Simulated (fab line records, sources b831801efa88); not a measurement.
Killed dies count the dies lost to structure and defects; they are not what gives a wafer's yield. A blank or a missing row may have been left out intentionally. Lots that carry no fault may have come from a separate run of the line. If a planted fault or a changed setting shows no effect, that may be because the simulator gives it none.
What tool caused it?	flow gf180mcu	14 lots (42 wafers sampled), 1 step of a 602-step route

== WHAT THE GAUGES SHOWED, per wafer ==
GF_V1_RS_MEAS_24: measurement is done with a four-point probe. Usual: V1_W_RS 0.325 ohm/sq, standard deviation 0.0047.
lot	measured	on	V1_W_RS (ohm/sq)	flag
L393	day 18 15:31	film metro-04	0.324 0.325 0.326	
L394	day 18 21:44	film metro-04	0.328 0.331 0.318	
L396	day 19 19:17	film metro-03	0.320 0.317 0.320	
L398	day 20 14:58	film metro-01	0.329 0.327 0.329	
L400	day 21 06:01	film metro-04	0.323 0.323 0.333	
L401	day 21 12:10	film metro-01	0.329 0.325 0.327	
L406	day 23 06:32	film metro-03	0.333 0.326 0.319	
L407	day 23 15:02	film metro-04	0.330 0.326 0.329	
L408	day 24 00:49	film metro-03	0.324 0.323 0.324	
L411	day 24 22:54	film metro-04	0.314 0.326 0.328	
L412	day 25 08:02	film metro-03	0.327 0.329 0.326	
L413	day 25 20:16	film metro-03	0.323 0.323 0.320	
L414	day 25 22:02	film metro-03	0.321 0.327 0.323	
L415	day 26 04:53	film metro-01	0.324 0.316 0.316	

== TOOL THAT RAN EACH LOT (tool first, then ch and the chambers of the sampled wafers, then the start) ==
The record holds no process step before these readings.

== AS READ BY THE TOOLS THEMSELVES (means over the sampled wafers that have a number; for cases with no such wafer, the mark the record gives instead) ==
The record holds no such reading with a usual standard deviation.

== THE ANSWER, worked out from the rows above alone ==
Rule: take the mean of a lot's wafers that have a number; if it is more than 3 standard deviations from the usual mean, the lot is off. Also off: a lot with no number at a reading for which 4 or more lots have one. All remaining lots with rows at the step are treated as sound. The gauges are gone through in route order, then the tools' own readings, and for those a lot's mean is taken as printed above. The first step at which some lot is off is used, and at that step the reading that is off furthest; a lot without a number counts as furthest.
No lot is off at any reading shown: from this, nothing can be told.

== WHAT THE SIMULATOR PUT IN ==
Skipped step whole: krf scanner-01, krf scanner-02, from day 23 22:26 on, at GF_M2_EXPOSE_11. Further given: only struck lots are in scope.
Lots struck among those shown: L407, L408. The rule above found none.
